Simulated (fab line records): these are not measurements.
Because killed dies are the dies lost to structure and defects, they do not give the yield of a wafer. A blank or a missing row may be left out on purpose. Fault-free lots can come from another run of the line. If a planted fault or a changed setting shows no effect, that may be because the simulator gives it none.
fab line records	flow sky130
record lots=5	wafers=27
route steps=708 shown METAL3@566 CAP2M@614 VIA4@639 PASSIVATION@692
startH: the number of hours between the record's first day and the start of the first shown wafer of the lot	waitH: hours from the lot's prior step to this one	" repeats the value in the row above	L1.1+2: several wafers, shown together as one row	- either no value or no given start	* or withheld: withheld	< > ~ a bound
route shown NAME@n: names a module that has steps shown in the file, with the first one's number in the route	usual: the fault-free wafers' mean and standard deviation	same: alike in all rows	chamber/n: place in a boat	sites: per-site readings	_std_site: standard deviation of those values	_edge_site: the outer-site mean with the inner-site mean subtracted	radiusMm: how far each site lies from the wafer's centre	mask NAME#n: copy n	behind: tool/chamber where the wafer was last shaped	hold: why the lot was held/for how many hours/how that ended	device: transistor that didn't switch, given as n, p or np	end of line: tests of these same wafers at the route's end	step lacking rows: just its recipe	killed: dies that structure and defects cost at the first sort, which is not the same as the wafer's yield	map: a wafer's dies, x killed, . not, _ none there
set.NAME: the setting that was run; set.NAME@STEP: the one run at that earlier step	model.NAME: the simulator's own value behind a step, which no gauge read
lots where settings were altered on purpose, with a table for each step and a row for each wafer
## steps
# step SKY_METAL3_ETCH_16
# recipe chemistry=N2/H2	target=BARC	ionEnergyEv=200	biasW=100	pressureMtorr=30	n2FlowSccm=100	h2FlowSccm=200	icpW=500	stopOn=SiO2	timeS=88.2	targetDepthA=600
# usual oesProductAu=0.629/0.0042
lot.wafer	tool	chamber	startH	waitH	set.timeS	oesProductAu	model.KrF-thick_of_METAL3_COAT_08.thkNm	model.METAL3.cdNm
L074.1	rieMetal-02	1	896.88	0.0	88.2	0.632	1081	299.3
L074.2	"	0	"	"	44.91	0.876	1101	304.5
L074.3	"	0	"	"	44.91	0.865	1104	305.8
L074.4	"	1	"	"	88.2	0.637	1079	299.7
L074.5	"	1	"	"	44.91	0.864	1103	306.1
L074.6	"	0	"	"	88.2	0.631	1077	297.4
L075.1	rieMetal-03	0	904.48	0.0	49.17	0.829	1103	311
L075.2	"	1	"	"	88.2	0.636	1079	302.7
L075.3	"	0	"	"	49.17	0.829	1099	310.4
L075.4	"	1	"	"	88.2	0.627	1076	301.3
L075.5	"	1	"	"	88.2	0.629	1077	303.8
L075.6	"	0	"	"	49.17	0.821	1099	310.9
L077.4	rieMetal-03	0	924.28	0.0	88.2	0.635	1083	301.5
L077.5	"	0	"	"	88.2	0.625	1073	301.8
L077.6	"	1	"	"	88.2	0.631	1076	301
L079.1	rieMetal-01	0	940.83	0.0	88.2	0.631	1081	300.3
L079.2	"	1	"	"	88.2	0.628	1079	299.1
L079.3	"	1	"	"	88.2	0.626	1084	298.4
L079.4	"	0	"	"	88.2	0.630	1081	299.5
L079.5	"	1	"	"	88.2	0.623	1081	299.6
L079.6	"	0	"	"	88.2	0.626	1080	300.4
L084.1	rieMetal-03	0	978.38	0.0	117.7	0.612	1059	291.5
L084.2	"	1	"	"	117.7	0.613	1052	290.8
L084.3	"	1	"	"	88.2	0.626	1072	298.9
L084.4	"	0	"	"	117.7	0.616	1053	293.2
L084.5	"	1	"	"	88.2	0.631	1074	298.2
L084.6	"	0	"	"	88.2	0.633	1074	298.4
# step SKY_METAL3_ETCH_17
# recipe target=SiO2	stopOn=TiN	chemistry=C4F8/O2/Ar	sourceW=1500	biasW=1200	pressureMtorr=40	c4f8FlowSccm=withheld	O2_flow_sccm=6	Ar_flow_sccm=300	timeS=3.9	targetDepthA=150
# step SKY_METAL3_METAL_ETCH_18
# recipe targetDepthA=8450	stopOn=SiO2	overEtchFrac=0.3	timeS=183.1	chemistry=Cl2/BCl3	resistSidewallDeg=88	pressureMtorr=10	icpW=900	biasW=48.5	Cl2_flow_sccm=60	bcl3FlowSccm=30
lot.wafer	tool	chamber	startH	waitH	set.timeS@METAL3_ETCH_16	model.KrF-thick_of_METAL3_COAT_08.thkNm
L074.1	rieMetal-03	1	897.00	0.0	88.2	518.6
L074.2	"	0	"	"	44.91	552.7
L074.3	"	0	"	"	44.91	555.9
L074.4	"	1	"	"	88.2	517.3
L074.5	"	0	"	"	44.91	555.2
L074.6	"	1	"	"	88.2	512.4
L075.1	rieMetal-01	1	904.60	0.0	49.17	569.7
L075.2	"	0	"	"	88.2	542.1
L075.3	"	0	"	"	49.17	560
L075.4	"	1	"	"	88.2	535.8
L075.5	"	1	"	"	88.2	541.3
L075.6	"	0	"	"	49.17	565.5
L077.4	rieMetal-01	1	924.42	0.1	88.2	540.5
L077.5	"	0	"	"	88.2	521.8
L077.6	"	1	"	"	88.2	539.7
L079.1	rieMetal-02	1	940.95	0.0	88.2	532.6
L079.2	"	0	"	"	88.2	522.4
L079.3	"	1	"	"	88.2	534.6
L079.4	"	0	"	"	88.2	527.1
L079.5	"	1	"	"	88.2	534.5
L079.6	"	0	"	"	88.2	522.7
L084.1	rieMetal-02	0	978.50	0.0	117.7	501.1
L084.2	"	0	"	"	117.7	497.3
L084.3	"	0	"	"	88.2	512.1
L084.4	"	0	"	"	117.7	495.7
L084.5	"	0	"	"	88.2	519.2
L084.6	"	0	"	"	88.2	516.1
# step SKY_METAL3_STRIP_19
# recipe chemistry=O2/N2	powerW=1400	pressureMtorr=1500	platenTempC=withheld	o2FlowSccm=3000	n2FlowSccm=300	overashFraction=0.5
# usual stripTimeToEndpointS=6.60/0.096
lot.wafer	tool	chamber	startH	waitH	set.timeS@METAL3_ETCH_16	stripTimeToEndpointS
L074.1	plasmaAsher-02	0	897.17	0.1	88.2	6.48
L074.2	"	1	"	"	44.91	6.79
L074.3	"	0	"	"	44.91	6.84
L074.4	"	1	"	"	88.2	6.44
L074.5	"	0	"	"	44.91	6.83
L074.6	"	1	"	"	88.2	6.39
L075.1	plasmaAsher-02	1	904.77	0.1	49.17	6.95
L075.2	"	0	"	"	88.2	6.69
L075.3	"	1	"	"	49.17	6.85
L075.4	"	0	"	"	88.2	6.63
L075.5	"	0	"	"	88.2	6.68
L075.6	"	1	"	"	49.17	6.94
L077.4	plasmaAsher-01	0	924.57	0.1	88.2	6.70
L077.5	"	1	"	"	88.2	6.49
L077.6	"	0	"	"	88.2	6.69
L079.1	plasmaAsher-01	0	941.13	0.1	88.2	6.60
L079.2	"	1	"	"	88.2	6.49
L079.3	"	1	"	"	88.2	6.63
L079.4	"	0	"	"	88.2	6.54
L079.5	"	0	"	"	88.2	6.61
L079.6	"	1	"	"	88.2	6.49
L084.1	plasmaAsher-03	1	978.85	0.3	117.7	6.29
L084.2	"	0	"	"	117.7	6.25
L084.3	"	0	"	"	88.2	6.40
L084.4	"	1	"	"	117.7	6.23
L084.5	"	0	"	"	88.2	6.46
L084.6	"	1	"	"	88.2	6.43
# step SKY_CAP2M_DEVELOP_11
# recipe resist=NOVOLAK	developer=TMAH	developTimeS=60	devTempC=23
lot.wafer	tool	chamber	startH	waitH	set.developTimeS
L074.1+4+5	lithoTrack-03	0	949.53	0.1	60
L074.2+3+6	"	0	"	"	29.49
L075.1+3+4	lithoTrack-03	0	957.28	0.1	86.76
L075.2+5+6	"	0	"	"	60
L077.4+5+6	lithoTrack-03	0	976.65	0.1	60
L079.1+4+6	lithoTrack-04	0	992.09	0.1	87.56
L079.2+3+5	"	0	"	"	60
L084.1+2+5	lithoTrack-03	0	1028.98	0.1	60
L084.3+4+6	"	0	"	"	76.15
# step SKY_CAP2M_METAL_ETCH_13
# recipe targetDepthNm=220	stopOn=SiO2	chemistry=Cl2/BCl3	target=TiN	pressureMtorr=10	icpW=900	biasW=48.5	Cl2_flow_sccm=60	bcl3FlowSccm=30	timeS=62.9
lot.wafer	tool	chamber	startH	waitH	set.developTimeS@CAP2M_DEVELOP_11	model.CAP2M.cdNm
L074.1+4+5	rieMetal-04	0	949.71	0.0	60	1001
L074.2	"	1	"	"	29.49	1078
L074.3+6	"	1	"	"	29.49	1080
L075.1	rieMetal-02	1	957.46	0.0	86.76	965.9
L075.2	"	1	"	"	60	998.5
L075.3	"	1	"	"	86.76	968
L075.4	"	1	"	"	86.76	965.3
L075.5	"	1	"	"	60	1000
L075.6	"	1	"	"	60	999.4
L077.4	rieMetal-02	0	976.84	0.1	60	1001
L077.5	"	0	"	"	60	1002
L077.6	"	0	"	"	60	1000
L079.1	rieMetal-02	0	992.28	0.0	87.56	968
L079.2	"	0	"	"	60	1003
L079.3	"	0	"	"	60	1002
L079.4	"	0	"	"	87.56	967.4
L079.5	"	0	"	"	60	1001
L079.6	"	0	"	"	87.56	968.8
L084.1	rieMetal-02	0	1029.16	0.0	60	999.3
L084.2	"	1	"	"	60	1000
L084.3	"	0	"	"	76.15	977.6
L084.4	"	1	"	"	76.15	979.7
L084.5	"	0	"	"	60	997.9
L084.6	"	1	"	"	76.15	979.9
# step SKY_VIA4_HDPCVD_00
# recipe material=SiO2	targetThkNm=1750	sigmaOpenFrac=0.3	timeS=291.7	tempC=400	sih4FlowSccm=60	pressureMtorr=6
lot.wafer	tool	chamber	startH	waitH	set.timeS	model.SiO2_of_VIA4_HDPCVD_00.thkNm
L074.1	hdpcvd-01	1	976.96	0.0	291.7	1718
L074.2	"	0	"	"	291.7	1705
L074.3	"	2	"	"	291.7	1733
L074.4	"	1	"	"	435.9	2588
L074.5	"	2	"	"	435.9	2611
L074.6	"	0	"	"	435.9	2578
L075.1	hdpcvd-01	1	983.35	0.0	194	1142
L075.2	"	2	"	"	291.7	1769
L075.3	"	0	"	"	291.7	1759
L075.4	"	0	"	"	291.7	1751
L075.5	"	1	"	"	194	1163
L075.6	"	2	"	"	194	1168
L077.4	hdpcvd-02	2	1001.70	0.1	291.7	1767
L077.5	"	0	"	"	291.7	1756
L077.6	"	1	"	"	291.7	1720
L079.1	hdpcvd-02	0	1017.91	0.0	345.5	2079
L079.2	"	2	"	"	291.7	1772
L079.3	"	2	"	"	345.5	2095
L079.4	"	0	"	"	291.7	1756
L079.5	"	2	"	"	291.7	1764
L079.6	"	0	"	"	345.5	2099
L084.1	hdpcvd-02	2	1053.02	0.0	236.5	1409
L084.2	"	1	"	"	291.7	1732
L084.3	"	0	"	"	236.5	1437
L084.4	"	0	"	"	236.5	1424
L084.5	"	1	"	"	291.7	1738
L084.6	"	2	"	"	291.7	1746
# step SKY_VIA4_THK_MEAS_01
# recipe reads=SiO2_of_VIA4_HDPCVD_00
# usual VIA4_HDPCVD_THK=1748/18
lot.wafer	tool	chamber	startH	waitH	set.timeS@VIA4_HDPCVD_00	VIA4_HDPCVD_THK[nm]
L074.1	filmMetro-01	-	977.13	0.1	291.7	1718
L074.2	"	-	"	"	291.7	1705
L074.3	"	-	"	"	291.7	1733
L074.4	"	-	"	"	435.9	2589
L074.5	"	-	"	"	435.9	2612
L074.6	"	-	"	"	435.9	2576
L075.1	filmMetro-03	-	983.53	0.1	194	1143
L075.2	"	-	"	"	291.7	1769
L075.3	"	-	"	"	291.7	1758
L075.4	"	-	"	"	291.7	1750
L075.5	"	-	"	"	194	1163
L075.6	"	-	"	"	194	1167
L077.4	filmMetro-03	-	1001.82	0.0	291.7	1767
L077.5	"	-	"	"	291.7	1756
L077.6	"	-	"	"	291.7	1721
L079.1	filmMetro-02	-	1018.17	0.2	345.5	2080
L079.2	"	-	"	"	291.7	1770
L079.3	"	-	"	"	345.5	2095
L079.4	"	-	"	"	291.7	1756
L079.5	"	-	"	"	291.7	1766
L079.6	"	-	"	"	345.5	2099
L084.1	filmMetro-02	-	1053.20	0.1	236.5	1408
L084.2	"	-	"	"	291.7	1731
L084.3	"	-	"	"	236.5	1437
L084.4	"	-	"	"	236.5	1423
L084.5	"	-	"	"	291.7	1738
L084.6	"	-	"	"	291.7	1746
# step SKY_PASSIVATION_ETCH_11
# recipe chemistry=CF4/O2	targetDepthNm=725	stopOn=AlCu	sourceW=800	biasW=150	pressureMtorr=150	cf4FlowSccm=80	O2_flow_sccm=10	timeS=161.1
lot.wafer	tool	chamber	startH	waitH	set.timeS	model.etch.depthNm	model.PASSIVATION.featureDepthNm	model.coat_of_PASSIVATION_COAT_06.thkNm
L074.1	rieDiel-02	0	1046.78	-	161.1	-	709.4	2553
L074.2	"	1	"	"	95.57	-	434.9	2739
L074.3	"	3	"	"	161.1	697.3	697.3	2550
L074.4	"	2	"	"	95.57	-	432.8	2752
L074.5	"	0	"	"	161.1	719.7	719.7	2546
L074.6	"	1	"	"	95.57	432.3	432.3	2746
L075.1	rieDiel-02	3	1053.59	-	161.1	694.2	694.2	2563
L075.2	"	0	"	"	161.1	697.5	697.5	2554
L075.3	"	2	"	"	85.99	386	386	2781
L075.4	"	1	"	"	85.99	388.6	388.6	2777
L075.5	"	1	"	"	85.99	387.5	387.5	2780
L075.6	"	0	"	"	161.1	701.6	701.6	2561
L077.4	rieDiel-04	2	1069.49	-	161.1	704.1	704.1	2555
L077.5	"	3	"	"	161.1	709.6	709.6	2550
L077.6	"	0	"	"	161.1	706.2	706.2	2557
L079.1	rieDiel-01	3	1087.39	-	161.1	-	707.6	2569
L079.2	"	0	"	"	161.1	707.1	707.1	2554
L079.3	"	1	"	"	161.1	694.9	694.9	2545
L079.4	"	2	"	"	161.1	-	716.9	2563
L079.5	"	3	"	"	161.1	-	712	2566
L079.6	"	2	"	"	161.1	717.6	717.6	2559
L084.1	rieDiel-01	3	1117.58	-	161.1	695.9	695.9	2553
L084.2	"	2	"	"	187.5	693.7	693.7	2462
L084.3	"	0	"	"	187.5	-	706.3	2458
L084.4	"	1	"	"	161.1	-	709.7	2526
L084.5	"	3	"	"	161.1	704.9	704.9	2545
L084.6	"	0	"	"	187.5	-	707.1	2467
# step SKY_PASSIVATION_STRIP_12
# recipe chemistry=O2/N2	powerW=1400	pressureMtorr=1500	platenTempC=withheld	overashFraction=0.7	o2FlowSccm=3000	n2FlowSccm=300
# usual stripTimeToEndpointS=31.94/0.099
lot.wafer	tool	chamber	startH	waitH	set.timeS@PASSIVATION_ETCH_11	stripTimeToEndpointS
L074.1	plasmaAsher-01	1	1046.88	0.1	161.1	31.89
L074.2	"	0	"	"	95.57	34.09
L074.3	"	0	"	"	161.1	31.88
L074.4	"	1	"	"	95.57	34.19
L074.5	"	0	"	"	161.1	31.88
L074.6	"	1	"	"	95.57	34.18
L075.1	plasmaAsher-01	0	1053.69	0.1	161.1	32.04
L075.2	"	1	"	"	161.1	31.94
L075.3	"	0	"	"	85.99	34.54
L075.4	"	1	"	"	85.99	34.53
L075.5	"	1	"	"	85.99	34.53
L075.6	"	0	"	"	161.1	32.02
L077.4	plasmaAsher-01	1	1069.63	0.1	161.1	31.93
L077.5	"	1	"	"	161.1	31.88
L077.6	"	0	"	"	161.1	31.96
L079.1	plasmaAsher-03	0	1087.50	0.1	161.1	32.11
L079.2	"	1	"	"	161.1	31.93
L079.3	"	0	"	"	161.1	31.87
L079.4	"	1	"	"	161.1	32.05
L079.5	"	0	"	"	161.1	32.08
L079.6	"	1	"	"	161.1	32.00
L084.1	plasmaAsher-01	1	1117.68	0.1	161.1	31.91
L084.2	"	0	"	"	187.5	30.89
L084.3	"	0	"	"	187.5	30.81
L084.4	"	1	"	"	161.1	31.64
L084.5	"	0	"	"	161.1	31.88
L084.6	"	1	"	"	187.5	30.93
## key
split step=SKY_METAL3_ETCH_16	setting=timeS	stated=88.2	by=wafer
response step=SKY_METAL3_ETCH_16	reading=oesProductAu	shape=bent	atLowest=0.868	atStated=0.630	atHighest=0.614
response step=SKY_METAL3_ETCH_16	reading=model.KrF-thick_of_METAL3_COAT_08.thkNm	change=-0.51	per=1%	r=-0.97
response step=SKY_METAL3_ETCH_16	reading=model.METAL3.cdNm	change=-0.166	per=1%	r=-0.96
response step=SKY_METAL3_METAL_ETCH_18	reading=model.KrF-thick_of_METAL3_COAT_08.thkNm	change=-0.657	per=1%	r=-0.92
response step=SKY_METAL3_STRIP_19	reading=stripTimeToEndpointS	change=*	per=1%	r=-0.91
split step=SKY_CAP2M_DEVELOP_11	setting=developTimeS	stated=60	by=wafer
response step=SKY_CAP2M_METAL_ETCH_13	reading=model.CAP2M.cdNm	change=-1.02	per=1%	r=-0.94
split step=SKY_VIA4_HDPCVD_00	setting=timeS	stated=291.7	by=wafer
response step=SKY_VIA4_HDPCVD_00	reading=model.SiO2_of_VIA4_HDPCVD_00.thkNm	change=+17.7	per=1%	r=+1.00
response step=SKY_VIA4_THK_MEAS_01	reading=VIA4_HDPCVD_THK	change=+17.7	per=1%	r=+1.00
split step=SKY_PASSIVATION_ETCH_11	setting=timeS	stated=161.1	by=wafer
response step=SKY_PASSIVATION_ETCH_11	reading=model.etch.depthNm	shape=bent	atLowest=387.4	atStated=703.9	atHighest=693.7
response step=SKY_PASSIVATION_ETCH_11	reading=model.PASSIVATION.featureDepthNm	change=+6.26	per=1%	r=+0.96
response step=SKY_PASSIVATION_ETCH_11	reading=model.coat_of_PASSIVATION_COAT_06.thkNm	change=-4.76	per=1%	r=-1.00
response step=SKY_PASSIVATION_STRIP_12	reading=stripTimeToEndpointS	change=*	per=1%	r=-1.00
